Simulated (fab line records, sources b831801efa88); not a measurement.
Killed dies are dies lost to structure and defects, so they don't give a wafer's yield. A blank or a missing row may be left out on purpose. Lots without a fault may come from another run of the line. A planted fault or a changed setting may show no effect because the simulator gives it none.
fab line records | flow sky130
record lots=5 wafers=15 last_day=50
route steps=708 shown POLY_CUT@314 SD_P@320 RES_XHIGH@332 SD_N@342
lots that met no fault: from a run of the same line without faults
start_h: hours from the record's first day to the start of the lot's first wafer shown | wait_h: hours since the lot's step before | " the same as in the row above | L1.1+2: a row that stands for several wafers | - no value, or no start given | * or withheld: withheld | < > ~ a bound
route shown NAME@n: a module of which the file shows steps, and the number in the route of the first | usual: mean/standard deviation of fault-free wafers | same: alike in all rows | chamber/n: place in a boat | sites: the reading at each site | _std_site: their standard deviation | _edge_site: outer sites' mean less inner sites' | radius_mm: how far each site lies from the wafer's centre | mask NAME#n: copy n | behind: the tool/chamber that last shaped the wafer | hold: why the lot was held/for how many hours/how that ended | device: the transistor (n, p or np) that didn't switch | end of line: the same wafers' tests at the end of the route | a step without rows: its recipe alone | killed: dies lost to structure and defects at the first sort, not the wafer's yield | map: a wafer's dies, x killed, . not, _ none there
set.NAME: the setting as run; set.NAME@STEP: as run at that earlier step | model.NAME: the simulator's own value behind a step, which no gauge read
lots at some steps of the route; a table a step, a row a wafer
services: from which hour (start_h, from the record's first day; less than 0 if before it) a tool's chamber was out of use, for how many hours, and why
## steps
# step SKY_POLY_CUT_DEVELOP_07
# recipe develop_time_s=60 resist=KrF-thick dev_temp_c=21
# usual resist_line_temp_C=23.01/0.12
# columns lot.wafer tool chamber start_h wait_h resist_line_temp_C
L083.1 litho_track-02 0 - - 22.88
L083.4 " 0 " " 23.05
L083.5 " 0 " " 22.87
L091.1 litho_track-02 0 - - 22.95
L091.5 " 0 " " 22.84
L091.6 " 0 " " 22.92
L093.1 litho_track-02 0 - - 23.09
L093.3 " 0 " " 22.96
L093.4 " 0 " " 23.11
L092.1 litho_track-04 0 - - 22.76
L092.2 " 0 " " 22.97
L092.6 " 0 " " 23.07
L095.2 litho_track-03 0 - - 23.00
L095.3 " 0 " " 22.87
L095.6 " 0 " " 22.91
# step SKY_POLY_CUT_CD_MEAS_08
# recipe target_cd_nm=270
# usual cd_nm=269.8/1.4
# columns lot.wafer tool chamber start_h wait_h cd_nm
L083.1 cd_sem-01 - 635.50 - 268.6
L083.4 " - " " 267.5
L083.5 " - " " 269.6
L091.1 cd_sem-02 - 714.15 - 269.0
L091.5 " - " " 269.1
L091.6 " - " " 267.8
L093.1 cd_sem-01 - 724.60 - 269.3
L093.3 " - " " 268.9
L093.4 " - " " 269.3
L092.1 cd_sem-02 - 731.38 - 269.8
L092.2 " - " " 270.0
L092.6 " - " " 270.1
L095.2 cd_sem-02 - 736.17 - 268.8
L095.3 " - " " 271.6
L095.6 " - " " 269.0
# step SKY_POLY_CUT_OVL_MEAS_09
# usual POLY_CUT_OVL=-5/6.8
# columns lot.wafer tool chamber start_h wait_h POLY_CUT_OVL[nm]
L083.1 overlay-02 - 635.62 0.1 -1
L083.4 " - " " -4
L083.5 " - " " -3
L091.1 overlay-02 - 714.27 0.1 -2
L091.5 " - " " 3
L091.6 " - " " 0
L093.1 overlay-01 - 724.72 0.1 5
L093.3 " - " " 11
L093.4 " - " " 8
L092.1 overlay-02 - 731.50 0.1 -11
L092.2 " - " " -12
L092.6 " - " " -13
L095.2 overlay-02 - 736.28 0.1 4
L095.3 " - " " 11
L095.6 " - " " 4
# step SKY_POLY_CUT_ETCH_10
# recipe chemistry=N2/H2 target=BARC ion_energy_ev=200 source_w=500 bias_w=100 pressure_mtorr=30 n2_flow_sccm=100 h2_flow_sccm=200 stop_on=SiO2 time_s=45.9 target_depth_a=600
# usual drypump_motor_current_A=5.6/0.46 oes_product_au=0.855/0.0043 throttle_valve_pct=13.224/0.0088
# columns lot.wafer tool chamber start_h wait_h drypump_motor_current_A oes_product_au rf_hours_counter_h throttle_valve_pct
L083.1 rie_diel-02 2 635.66 0.0 5.9 0.859 17 13.224
L083.4 " 0 " " 5.9 0.855 16 13.207
L083.5 " 1 " " 6.0 0.858 - 13.223
L091.1 rie_diel-01 3 714.31 0.0 5.6 0.859 6 13.230
L091.5 " 3 " " 5.6 0.857 - 13.242
L091.6 " 2 " " 6.6 0.856 - 13.240
L093.1 rie_diel-02 1 724.76 0.0 6.0 0.854 11 13.228
L093.3 " 2 " " 5.9 0.852 19 13.210
L093.4 " 3 " " 5.1 0.862 20 13.220
L092.1 rie_diel-03 3 731.54 0.0 5.3 0.853 20 13.225
L092.2 " 0 " " 5.2 0.850 20 13.221
L092.6 " 2 " " 5.1 0.858 - 13.227
L095.2 rie_diel-02 1 736.31 0.0 6.0 0.852 12 13.228
L095.3 " 3 " " 5.1 0.864 20 13.218
L095.6 " 3 " " 5.1 0.847 - 13.221
# step SKY_POLY_CUT_ETCH_11
# recipe target=Si3N4 chemistry=CF4/CH2F2/Ar stop_on=poly-Si source_w=600 bias_w=150 pressure_mtorr=40 cf4_flow_sccm=40 ch2f2_flow_sccm=20 Ar_flow_sccm=150 time_s=42.5 target_depth_a=600
# usual drypump_motor_current_A=5.6/0.46 oes_product_au=0.828/0.0062 throttle_valve_pct=14.995/0.0084
# columns lot.wafer tool chamber start_h wait_h drypump_motor_current_A oes_product_au rf_hours_counter_h throttle_valve_pct
L083.1 rie_diel-02 2 635.70 0.0 5.9 0.824 17 14.980
L083.4 " 0 " " 6.0 0.838 16 14.991
L083.5 " 1 " " 6.0 0.834 - 15.000
L091.1 rie_diel-01 3 714.35 0.0 5.6 0.822 6 14.990
L091.5 " 3 " " 5.6 0.826 - 14.993
L091.6 " 2 " " 6.6 0.809 - 14.990
L093.1 rie_diel-02 1 724.80 0.0 6.0 0.822 11 14.982
L093.3 " 2 " " 5.9 0.820 19 15.000
L093.4 " 3 " " 5.1 0.829 20 14.986
L092.1 rie_diel-03 3 731.58 0.0 5.3 0.839 20 14.987
L092.2 " 0 " " 5.2 0.833 20 14.988
L092.6 " 2 " " 5.1 0.833 - 14.993
L095.2 rie_diel-02 1 736.35 0.0 6.0 0.825 12 14.991
L095.3 " 3 " " 5.1 0.832 20 14.990
L095.6 " 3 " " 5.1 0.831 - 14.996
# step SKY_POLY_CUT_STRIP_12
# recipe chemistry=O2/N2 power_w=1400 pressure_mtorr=1500 platen_temp_c=withheld o2_flow_sccm=3000 n2_flow_sccm=300 overash_fraction=0.5
# usual drypump_motor_current_A=5.47/0.12 oes_product_au=0.452/0.0041 strip_time_to_endpoint_s=5.355/0.017
# columns lot.wafer tool chamber start_h wait_h drypump_motor_current_A oes_product_au rf_hours_counter_h strip_time_to_endpoint_s
L083.1 plasma_asher-02 1 635.74 0.0 5.55 0.451 49 5.341
L083.4 " 1 " " 5.56 0.457 - 5.378
L083.5 " 1 " " 5.51 0.452 - 5.326
L091.1 plasma_asher-04 0 714.39 0.0 5.69 0.458 100 5.356
L091.5 " 1 " " 5.39 0.451 - 5.386
L091.6 " 0 " " 5.71 0.451 - 5.352
L093.1 plasma_asher-02 1 724.84 0.0 5.51 0.451 59 5.314
L093.3 " 0 " " 5.50 0.448 - 5.349
L093.4 " 1 " " 5.53 0.447 - 5.365
L092.1 plasma_asher-01 0 731.62 0.0 5.45 0.450 30 5.353
L092.2 " 1 " " 5.27 0.450 30 5.343
L092.6 " 0 " " 5.45 0.457 - 5.374
L095.2 plasma_asher-02 0 736.47 0.1 5.43 0.454 60 5.356
L095.3 " 1 " " 5.51 0.447 - 5.365
L095.6 " 0 " " 5.48 0.450 - 5.342
# step SKY_SD_P_DEHYDRATE_00
# recipe temp_c=200 time_s=60
# usual heater_power_total_W=160.35/0.13 resist_line_temp_C=22.98/0.11
# columns lot.wafer tool chamber start_h wait_h heater_power_total_W resist_line_temp_C
L083.1 litho_track-03 0 649.40 13.6 160.28 22.90
L083.4 " 0 " " 160.35 22.89
L083.5 " 0 " " 160.42 22.70
L091.1 litho_track-03 0 728.10 13.7 160.33 23.25
L091.5 " 0 " " 160.37 23.05
L091.6 " 0 " " 160.41 23.27
L093.1 litho_track-04 0 737.68 12.8 160.47 23.12
L093.3 " 0 " " 160.27 23.05
L093.4 " 0 " " 160.22 22.91
L092.1 litho_track-01 0 744.24 12.6 160.43 22.96
L092.2 " 0 " " 160.36 22.82
L092.6 " 0 " " 160.23 22.93
L095.2 litho_track-04 0 749.56 13.1 160.42 22.93
L095.3 " 0 " " 160.13 22.88
L095.6 " 0 " " 160.56 23.19
# step SKY_SD_P_HMDS_01
# recipe prime_time_s=60 prime_temp_c=120
# usual resist_line_temp_C=22.98/0.11
# columns lot.wafer tool chamber start_h wait_h resist_line_temp_C
L083.1 litho_track-03 0 649.55 0.1 22.99
L083.4 " 0 " " 22.94
L083.5 " 0 " " 23.03
L091.1 litho_track-03 0 728.25 0.1 23.13
L091.5 " 0 " " 22.91
L091.6 " 0 " " 23.04
L093.1 litho_track-04 0 737.83 0.1 23.01
L093.3 " 0 " " 22.95
L093.4 " 0 " " 22.84
L092.1 litho_track-01 0 744.39 0.1 23.04
L092.2 " 0 " " 23.19
L092.6 " 0 " " 23.03
L095.2 litho_track-04 0 749.71 0.1 22.80
L095.3 " 0 " " 22.96
L095.6 " 0 " " 22.88
# step SKY_SD_P_COAT_02
# recipe resist=NOVOLAK spin_rpm=3000 resist_thk_nm=1140
# usual resist_line_temp_C=23.01/0.11
# columns lot.wafer tool chamber start_h wait_h resist_line_temp_C
L083.1 litho_track-03 0 649.70 0.1 22.93
L083.4 " 0 " " 22.96
L083.5 " 0 " " 23.00
L091.1 litho_track-03 0 728.40 0.1 23.10
L091.5 " 0 " " 23.12
L091.6 " 0 " " 23.02
L093.1 litho_track-04 0 737.98 0.1 23.13
L093.3 " 0 " " 23.00
L093.4 " 0 " " 22.97
L092.1 litho_track-01 0 744.54 0.1 23.06
L092.2 " 0 " " 23.05
L092.6 " 0 " " 23.07
L095.2 litho_track-04 0 749.86 0.1 22.99
L095.3 " 0 " " 22.99
L095.6 " 0 " " 23.03
# step SKY_SD_P_SOFTBAKE_03
# recipe temp_c=90 time_s=60 resist=NOVOLAK
# usual heater_power_total_W=56.59/0.045 resist_line_temp_C=22.99/0.1
# columns lot.wafer tool chamber start_h wait_h heater_power_total_W resist_line_temp_C
L083.1 litho_track-03 0 649.85 0.1 56.61 23.11
L083.4 " 0 " " 56.60 22.97
L083.5 " 0 " " 56.52 23.01
L091.1 litho_track-03 0 728.55 0.1 56.63 22.85
L091.5 " 0 " " 56.60 22.96
L091.6 " 0 " " 56.61 22.92
L093.1 litho_track-04 0 738.13 0.1 56.69 22.95
L093.3 " 0 " " 56.63 22.79
L093.4 " 0 " " 56.55 22.89
L092.1 litho_track-01 0 744.69 0.1 56.58 22.96
L092.2 " 0 " " 56.63 23.01
L092.6 " 0 " " 56.63 23.16
L095.2 litho_track-04 0 750.01 0.1 56.60 22.96
L095.3 " 0 " " 56.54 23.02
L095.6 " 0 " " 56.60 22.94
# step SKY_SD_P_EXPOSE_04
# recipe mask_id=PSDM na=0.6 source_shape=conventional sigma_outer=0.6 polarization=unpolarized target_cd_nm=380 dose_mj=138
# usual focus_offset_nm=0.0/0.49
# same sigma_outer=0.6
# columns lot.wafer tool chamber start_h wait_h mask focus_offset_nm
L083.1 iline_stepper-02 0 - - PSDM#0 0.1
L083.4 " 0 " " PSDM#0 -0.4
L083.5 " 0 " " PSDM#0 -1.0
L091.1 iline_stepper-02 0 - - PSDM#0 0.8
L091.5 " 0 " " PSDM#0 -0.1
L091.6 " 0 " " PSDM#0 -0.1
L093.1 iline_stepper-02 0 - - PSDM#0 0.0
L093.3 " 0 " " PSDM#0 -0.5
L093.4 " 0 " " PSDM#0 -0.1
L092.1 iline_stepper-02 0 - - PSDM#0 0.2
L092.2 " 0 " " PSDM#0 0.3
L092.6 " 0 " " PSDM#0 0.1
L095.2 iline_stepper-02 0 - - PSDM#0 -0.2
L095.3 " 0 " " PSDM#0 -0.1
L095.6 " 0 " " PSDM#0 -0.5
# step SKY_SD_P_PEB_05
# recipe temp_c=withheld time_s=* resist=NOVOLAK
# usual resist_line_temp_C=*
# columns lot.wafer tool chamber start_h wait_h resist_line_temp_C
L083.1 litho_track-04 0 - - *
L083.4 " 0 " " *
L083.5 " 0 " " *
L091.1 litho_track-04 0 - - *
L091.5 " 0 " " *
L091.6 " 0 " " *
L093.1 litho_track-04 0 - - *
L093.3 " 0 " " *
L093.4 " 0 " " *
L092.1 litho_track-03 0 - - *
L092.2 " 0 " " *
L092.6 " 0 " " *
L095.2 litho_track-01 0 - - *
L095.3 " 0 " " *
L095.6 " 0 " " *
# step SKY_SD_P_DEVELOP_06
# recipe resist=NOVOLAK developer=TMAH develop_time_s=60 dev_temp_c=23
# usual resist_line_temp_C=23.00/0.11
# columns lot.wafer tool chamber start_h wait_h resist_line_temp_C
L083.1 litho_track-04 0 664.13 0.1 23.03
L083.4 " 0 " " 22.92
L083.5 " 0 " " 22.92
L091.1 litho_track-04 0 741.43 0.1 23.01
L091.5 " 0 " " 22.98
L091.6 " 0 " " 22.95
L093.1 litho_track-04 0 751.23 0.1 23.11
L093.3 " 0 " " 22.96
L093.4 " 0 " " 22.95
L092.1 litho_track-03 0 758.65 0.1 22.98
L092.2 " 0 " " 22.85
L092.6 " 0 " " 23.00
L095.2 litho_track-01 0 762.97 0.1 23.07
L095.3 " 0 " " 23.06
L095.6 " 0 " " 22.97
# step SKY_SD_P_CD_MEAS_07
# recipe target_cd_nm=380
# usual cd_nm=380.0/2.4
# columns lot.wafer tool chamber start_h wait_h cd_nm
L083.1 cd_sem-01 - 664.28 0.1 381.3
L083.4 " - " " 380.1
L083.5 " - " " 381.6
L091.1 cd_sem-02 - 741.58 0.1 380.6
L091.5 " - " " 379.3
L091.6 " - " " 380.0
L093.1 cd_sem-02 - 751.38 0.1 379.4
L093.3 " - " " 379.5
L093.4 " - " " 378.0
L092.1 cd_sem-02 - 758.80 0.1 376.0
L092.2 " - " " 377.4
L092.6 " - " " 378.9
L095.2 cd_sem-02 - 763.11 0.1 377.7
L095.3 " - " " 378.2
L095.6 " - " " 379.6
# step SKY_SD_P_OVL_MEAS_08
# usual SD_P_OVL=1.6/1.4
# columns lot.wafer tool chamber start_h wait_h SD_P_OVL[nm]
L083.1 overlay-01 - 664.40 0.1 0.3
L083.4 " - " " 1.5
L083.5 " - " " 2.2
L091.1 overlay-01 - 741.70 0.1 5.3
L091.5 " - " " 5.6
L091.6 " - " " 4.2
L093.1 overlay-01 - 751.50 0.1 2.5
L093.3 " - " " 1.8
L093.4 " - " " 2.2
L092.1 overlay-02 - 758.92 0.1 2.6
L092.2 " - " " 3.2
L092.6 " - " " 3.0
L095.2 overlay-02 - 763.22 0.1 2.0
L095.3 " - " " 2.3
L095.6 " - " " 2.9
# step SKY_SD_P_IMPLANT_09
# recipe species=BF2 energy_kev=20 dose_cm2=3e+15 tilt_deg=0
# columns lot.wafer tool chamber start_h wait_h
L083.1+4+5 implanter-02 0 664.44 0.0
L091.1+5+6 implanter-03 0 741.74 0.0
L093.1+3+4 implanter-03 0 751.54 0.0
L092.1+2+6 implanter-02 0 758.96 0.0
L095.2+3+6 implanter-02 0 763.27 0.0
# step SKY_SD_P_STRIP_10
# recipe chemistry=O2/N2 power_w=1400 pressure_mtorr=1500 platen_temp_c=withheld o2_flow_sccm=3000 n2_flow_sccm=300 overash_fraction=0.5
# usual drypump_motor_current_A=5.48/0.21 oes_product_au=0.617/0.0043 strip_time_to_endpoint_s=17.49/0.037
# columns lot.wafer tool chamber start_h wait_h drypump_motor_current_A oes_product_au rf_hours_counter_h strip_time_to_endpoint_s
L083.1 plasma_asher-01 0 664.59 0.1 5.47 0.618 24 17.56
L083.4 " 0 " " 5.46 0.611 - 17.56
L083.5 " 1 " " 5.24 0.623 - 17.58
L091.1 plasma_asher-02 0 741.89 0.1 5.44 0.619 61 17.54
L091.5 " 0 " " 5.46 0.619 - 17.53
L091.6 " 1 " " 5.50 0.616 - 17.50
L093.1 plasma_asher-01 0 751.69 0.1 5.47 0.611 33 17.49
L093.3 " 1 " " 5.25 0.624 - 17.48
L093.4 " 0 " " 5.47 0.614 - 17.47
L092.1 plasma_asher-03 1 759.11 0.1 5.95 0.614 96 17.51
L092.2 " 0 " " 5.43 0.621 96 17.50
L092.6 " 1 " " 5.96 0.615 - 17.47
L095.2 plasma_asher-02 1 763.40 0.1 5.55 0.612 63 17.55
L095.3 " 1 " " 5.51 0.617 - 17.51
L095.6 " 0 " " 5.50 0.618 - 17.47
# step SKY_SD_P_TW_MEAS_11
# usual SD_P_TW=2813/22
# columns lot.wafer tool chamber start_h wait_h SD_P_TW
L083.1 film_metro-02 - 664.69 0.1 2795
L083.4 " - " " 2808
L083.5 " - " " 2809
L091.1 film_metro-02 - 741.99 0.1 2802
L091.5 " - " " 2797
L091.6 " - " " 2800
L093.1 film_metro-02 - 751.79 0.1 2820
L093.3 " - " " 2807
L093.4 " - " " 2817
L092.1 film_metro-01 - 759.21 0.1 2830
L092.2 " - " " 2839
L092.6 " - " " 2842
L095.2 film_metro-01 - 763.51 0.1 2833
L095.3 " - " " 2843
L095.6 " - " " 2835
# step SKY_RES_XHIGH_DEHYDRATE_00
# recipe temp_c=200 time_s=60
# usual heater_power_total_W=160.39/0.14 resist_line_temp_C=23.01/0.097
# columns lot.wafer tool chamber start_h wait_h heater_power_total_W resist_line_temp_C
L083.1 litho_track-01 0 678.24 13.5 160.32 23.02
L083.4 " 0 " " 160.32 23.07
L083.5 " 0 " " 160.29 22.99
L091.1 litho_track-01 0 755.69 13.7 160.50 23.11
L091.5 " 0 " " 160.28 23.10
L091.6 " 0 " " 160.55 23.13
L093.1 litho_track-01 0 764.64 12.8 160.37 22.97
L093.3 " 0 " " 160.22 23.19
L093.4 " 0 " " 160.29 23.17
L092.1 litho_track-01 0 771.14 11.9 160.26 23.04
L092.2 " 0 " " 160.45 23.06
L092.6 " 0 " " 160.45 23.03
L095.2 litho_track-03 0 775.78 12.3 160.29 22.94
L095.3 " 0 " " 160.50 22.79
L095.6 " 0 " " 160.19 23.11
# step SKY_RES_XHIGH_HMDS_01
# recipe prime_time_s=60 prime_temp_c=120
# usual resist_line_temp_C=23.00/0.1
# columns lot.wafer tool chamber start_h wait_h resist_line_temp_C
L083.1 litho_track-01 0 678.39 0.1 23.03
L083.4 " 0 " " 22.94
L083.5 " 0 " " 22.90
L091.1 litho_track-01 0 755.84 0.1 23.19
L091.5 " 0 " " 23.15
L091.6 " 0 " " 23.07
L093.1 litho_track-01 0 764.79 0.1 23.03
L093.3 " 0 " " 23.06
L093.4 " 0 " " 22.92
L092.1 litho_track-01 0 771.29 0.1 22.90
L092.2 " 0 " " 22.86
L092.6 " 0 " " 23.00
L095.2 litho_track-03 0 775.93 0.1 22.87
L095.3 " 0 " " 22.96
L095.6 " 0 " " 23.02
# step SKY_RES_XHIGH_COAT_02
# recipe resist=NOVOLAK spin_rpm=3000 resist_thk_nm=1140
# usual resist_line_temp_C=23.01/0.1
# columns lot.wafer tool chamber start_h wait_h resist_line_temp_C
L083.1 litho_track-01 0 678.54 0.1 22.96
L083.4 " 0 " " 23.09
L083.5 " 0 " " 23.16
L091.1 litho_track-01 0 755.99 0.1 22.98
L091.5 " 0 " " 22.99
L091.6 " 0 " " 23.02
L093.1 litho_track-01 0 764.94 0.1 23.08
L093.3 " 0 " " 23.10
L093.4 " 0 " " 23.12
L092.1 litho_track-01 0 771.44 0.1 22.98
L092.2 " 0 " " 22.98
L092.6 " 0 " " 22.87
L095.2 litho_track-03 0 776.08 0.1 22.99
L095.3 " 0 " " 23.11
L095.6 " 0 " " 23.10
# step SKY_RES_XHIGH_SOFTBAKE_03
# recipe temp_c=90 time_s=60 resist=NOVOLAK
# usual heater_power_total_W=56.59/0.044 resist_line_temp_C=23.01/0.12
# columns lot.wafer tool chamber start_h wait_h heater_power_total_W resist_line_temp_C
L083.1 litho_track-01 0 678.69 0.1 56.56 23.10
L083.4 " 0 " " 56.64 23.03
L083.5 " 0 " " 56.64 23.03
L091.1 litho_track-01 0 756.14 0.1 56.61 23.18
L091.5 " 0 " " 56.55 23.08
L091.6 " 0 " " 56.60 22.90
L093.1 litho_track-01 0 765.09 0.1 56.59 22.80
L093.3 " 0 " " 56.61 23.05
L093.4 " 0 " " 56.58 22.82
L092.1 litho_track-01 0 771.59 0.1 56.56 23.07
L092.2 " 0 " " 56.58 23.13
L092.6 " 0 " " 56.63 22.97
L095.2 litho_track-03 0 776.23 0.1 56.63 23.10
L095.3 " 0 " " 56.54 23.19
L095.6 " 0 " " 56.62 23.30
# step SKY_RES_XHIGH_EXPOSE_04
# recipe mask_id=URPM na=0.6 source_shape=conventional sigma_outer=0.6 polarization=unpolarized target_cd_nm=1270 dose_mj=140
# usual focus_offset_nm=-0.1/0.51
# same sigma_outer=0.6
# columns lot.wafer tool chamber start_h wait_h mask focus_offset_nm
L083.1 iline_stepper-01 0 - - URPM#0 0.2
L083.4 " 0 " " URPM#0 0.4
L083.5 " 0 " " URPM#0 -0.8
L091.1 iline_stepper-01 0 - - URPM#0 -0.9
L091.5 " 0 " " URPM#0 -1.2
L091.6 " 0 " " URPM#0 -0.2
L093.1 iline_stepper-02 0 - - URPM#0 0.4
L093.3 " 0 " " URPM#0 0.2
L093.4 " 0 " " URPM#0 0.6
L092.1 iline_stepper-02 0 - - URPM#0 -0.1
L092.2 " 0 " " URPM#0 0.1
L092.6 " 0 " " URPM#0 -0.2
L095.2 iline_stepper-02 0 - - URPM#0 0.6
L095.3 " 0 " " URPM#0 -0.6
L095.6 " 0 " " URPM#0 -0.6
# step SKY_RES_XHIGH_PEB_05
# recipe temp_c=withheld time_s=* resist=NOVOLAK
# usual resist_line_temp_C=*
# columns lot.wafer tool chamber start_h wait_h resist_line_temp_C
L083.1 litho_track-01 0 - - *
L083.4 " 0 " " *
L083.5 " 0 " " *
L091.1 litho_track-01 0 - - *
L091.5 " 0 " " *
L091.6 " 0 " " *
L093.1 litho_track-02 0 - - *
L093.3 " 0 " " *
L093.4 " 0 " " *
L092.1 litho_track-03 0 - - *
L092.2 " 0 " " *
L092.6 " 0 " " *
L095.2 litho_track-02 0 - - *
L095.3 " 0 " " *
L095.6 " 0 " " *
# step SKY_RES_XHIGH_DEVELOP_06
# recipe resist=NOVOLAK developer=TMAH develop_time_s=60 dev_temp_c=23
# usual resist_line_temp_C=23.01/0.11
# columns lot.wafer tool chamber start_h wait_h resist_line_temp_C
L083.1 litho_track-01 0 692.09 0.1 22.77
L083.4 " 0 " " 22.73
L083.5 " 0 " " 22.88
L091.1 litho_track-01 0 768.54 0.1 23.09
L091.5 " 0 " " 22.98
L091.6 " 0 " " 23.26
L093.1 litho_track-02 0 777.60 0.1 22.98
L093.3 " 0 " " 23.03
L093.4 " 0 " " 23.09
L092.1 litho_track-03 0 785.15 0.1 22.92
L092.2 " 0 " " 22.97
L092.6 " 0 " " 22.89
L095.2 litho_track-02 0 789.68 0.1 22.90
L095.3 " 0 " " 22.88
L095.6 " 0 " " 23.02
# step SKY_RES_XHIGH_IMPLANT_07
# recipe species=BF2 energy_kev=20 dose_cm2=3.6e+14 tilt_deg=0
# columns lot.wafer tool chamber start_h wait_h
L083.1+4+5 implanter-01 0 692.24 0.1
L091.1+5+6 implanter-03 0 768.69 0.1
L093.1+3+4 implanter-03 0 777.75 0.1
L092.1+2+6 implanter-01 0 785.30 0.1
L095.2+3+6 implanter-03 0 789.83 0.1
# step SKY_RES_XHIGH_STRIP_08
# recipe chemistry=O2/N2 power_w=1400 pressure_mtorr=1500 platen_temp_c=withheld o2_flow_sccm=3000 n2_flow_sccm=300 overash_fraction=0.5
# usual drypump_motor_current_A=5.59/0.21 oes_product_au=0.711/0.0046 strip_time_to_endpoint_s=14.28/0.037
# columns lot.wafer tool chamber start_h wait_h drypump_motor_current_A oes_product_au rf_hours_counter_h strip_time_to_endpoint_s
L083.1 plasma_asher-03 0 692.39 0.1 5.43 0.703 91 14.31
L083.4 " 1 " " 5.96 0.712 - 14.27
L083.5 " 0 " " 5.42 0.708 - 14.28
L091.1 plasma_asher-03 1 768.84 0.1 5.95 0.712 98 14.25
L091.5 " 1 " " 5.96 0.707 - 14.23
L091.6 " 0 " " 5.45 0.712 - 14.20
L093.1 plasma_asher-04 1 777.90 0.1 5.38 0.712 3 14.25
L093.3 " 0 " " 5.70 0.702 - 14.22
L093.4 " 1 " " 5.41 0.710 - 14.28
L092.1 plasma_asher-03 0 785.45 0.1 5.45 0.713 99 14.30
L092.2 " 1 " " 5.94 0.719 99 14.28
L092.6 " 1 " " 5.96 0.709 - 14.28
L095.2 plasma_asher-04 1 789.95 0.1 5.41 0.712 5 14.27
L095.3 " 0 " " 5.67 0.716 - 14.24
L095.6 " 0 " " 5.67 0.708 - 14.29
# step SKY_RES_XHIGH_TW_MEAS_09
# usual RES_XHIGH_TW=1628/8.7
# columns lot.wafer tool chamber start_h wait_h RES_XHIGH_TW
L083.1 film_metro-03 - 692.49 0.1 1628
L083.4 " - " " 1627
L083.5 " - " " 1623
L091.1 film_metro-02 - 768.94 0.1 1633
L091.5 " - " " 1619
L091.6 " - " " 1632
L093.1 film_metro-02 - 778.00 0.1 1636
L093.3 " - " " 1633
L093.4 " - " " 1630
L092.1 film_metro-02 - 785.55 0.1 1633
L092.2 " - " " 1628
L092.6 " - " " 1627
L095.2 film_metro-02 - 790.06 0.1 1638
L095.3 " - " " 1621
L095.6 " - " " 1626
# step SKY_SD_N_DEHYDRATE_00
# recipe temp_c=200 time_s=60
# usual heater_power_total_W=160.36/0.13 resist_line_temp_C=22.98/0.11
# columns lot.wafer tool chamber start_h wait_h heater_power_total_W resist_line_temp_C
L083.1 litho_track-01 0 706.04 13.5 160.22 22.84
L083.4 " 0 " " 160.43 22.93
L083.5 " 0 " " 160.62 22.91
L091.1 litho_track-04 0 781.48 12.5 160.13 23.12
L091.5 " 0 " " 160.25 22.97
L091.6 " 0 " " 160.43 23.17
L093.1 litho_track-04 0 790.83 12.8 160.37 22.85
L093.3 " 0 " " 160.32 22.92
L093.4 " 0 " " 160.33 22.88
L092.1 litho_track-02 0 797.75 12.2 160.31 22.83
L092.2 " 0 " " 160.35 22.96
L092.6 " 0 " " 160.29 22.97
L095.2 litho_track-01 0 801.82 11.7 160.31 22.79
L095.3 " 0 " " 160.31 22.96
L095.6 " 0 " " 160.37 22.90
# step SKY_SD_N_HMDS_01
# recipe prime_time_s=60 prime_temp_c=120
# usual resist_line_temp_C=23.01/0.1
# columns lot.wafer tool chamber start_h wait_h resist_line_temp_C
L083.1 litho_track-01 0 706.19 0.1 23.08
L083.4 " 0 " " 22.98
L083.5 " 0 " " 23.13
L091.1 litho_track-04 0 781.63 0.1 23.05
L091.5 " 0 " " 22.97
L091.6 " 0 " " 23.18
L093.1 litho_track-04 0 790.98 0.1 23.02
L093.3 " 0 " " 23.17
L093.4 " 0 " " 22.95
L092.1 litho_track-02 0 797.90 0.1 23.12
L092.2 " 0 " " 23.14
L092.6 " 0 " " 23.11
L095.2 litho_track-01 0 801.97 0.1 23.11
L095.3 " 0 " " 23.18
L095.6 " 0 " " 23.06
# step SKY_SD_N_COAT_02
# recipe resist=NOVOLAK spin_rpm=3000 resist_thk_nm=1140
# usual resist_line_temp_C=23.00/0.11
# columns lot.wafer tool chamber start_h wait_h resist_line_temp_C
L083.1 litho_track-01 0 706.34 0.1 22.85
L083.4 " 0 " " 22.94
L083.5 " 0 " " 22.85
L091.1 litho_track-04 0 781.78 0.1 22.81
L091.5 " 0 " " 22.86
L091.6 " 0 " " 22.81
L093.1 litho_track-04 0 791.13 0.1 22.99
L093.3 " 0 " " 23.13
L093.4 " 0 " " 23.15
L092.1 litho_track-02 0 798.05 0.1 22.87
L092.2 " 0 " " 23.07
L092.6 " 0 " " 22.97
L095.2 litho_track-01 0 802.12 0.1 23.04
L095.3 " 0 " " 22.95
L095.6 " 0 " " 23.09
# step SKY_SD_N_SOFTBAKE_03
# recipe temp_c=90 time_s=60 resist=NOVOLAK
# usual heater_power_total_W=56.60/0.043 resist_line_temp_C=22.96/0.1
# columns lot.wafer tool chamber start_h wait_h heater_power_total_W resist_line_temp_C
L083.1 litho_track-01 0 706.49 0.1 56.61 23.05
L083.4 " 0 " " 56.58 22.93
L083.5 " 0 " " 56.56 22.88
L091.1 litho_track-04 0 781.93 0.1 56.72 23.06
L091.5 " 0 " " 56.58 22.91
L091.6 " 0 " " 56.70 22.79
L093.1 litho_track-04 0 791.28 0.1 56.61 22.82
L093.3 " 0 " " 56.56 23.07
L093.4 " 0 " " 56.64 22.99
L092.1 litho_track-02 0 798.20 0.1 56.63 22.94
L092.2 " 0 " " 56.60 23.07
L092.6 " 0 " " 56.63 22.99
L095.2 litho_track-01 0 802.27 0.1 56.60 22.80
L095.3 " 0 " " 56.66 22.82
L095.6 " 0 " " 56.58 22.83
## services
# columns tool chamber start_h hours kind
rie_diel-02 1 613.84 1.4 repair
implanter-02 - 615.45 2.2 repair
rie_diel-02 - 620.62 0.6 repair
rie_diel-03 1 636.96 4.5 repair
plasma_asher-01 - 640.96 1.7 repair
iline_stepper-02 - 646.68 1.7 pm
plasma_asher-01 - 664.20 0.3 repair
implanter-01 - 664.76 1.6 repair
rie_diel-02 - 674.55 2.8 pm
plasma_asher-01 - 676.96 2.5 repair
implanter-03 - 692.02 3.1 repair
rie_diel-01 2 695.48 3.9 repair
rie_diel-03 - 703.14 2.8 pm
plasma_asher-03 - 707.60 4.6 repair
rie_diel-03 - 713.08 2.2 repair
rie_diel-03 - 716.20 1.1 repair
rie_diel-01 - 718.52 15.6 pm
plasma_asher-04 - 733.75 9.0 pm
plasma_asher-03 - 734.95 2.8 pm
implanter-03 - 743.67 3.5 pm
plasma_asher-04 - 755.20 0.5 repair
rie_diel-02 - 774.47 4.3 pm
rie_diel-02 - 780.49 1.0 repair
plasma_asher-02 - 783.97 15.6 pm
## key
fault none
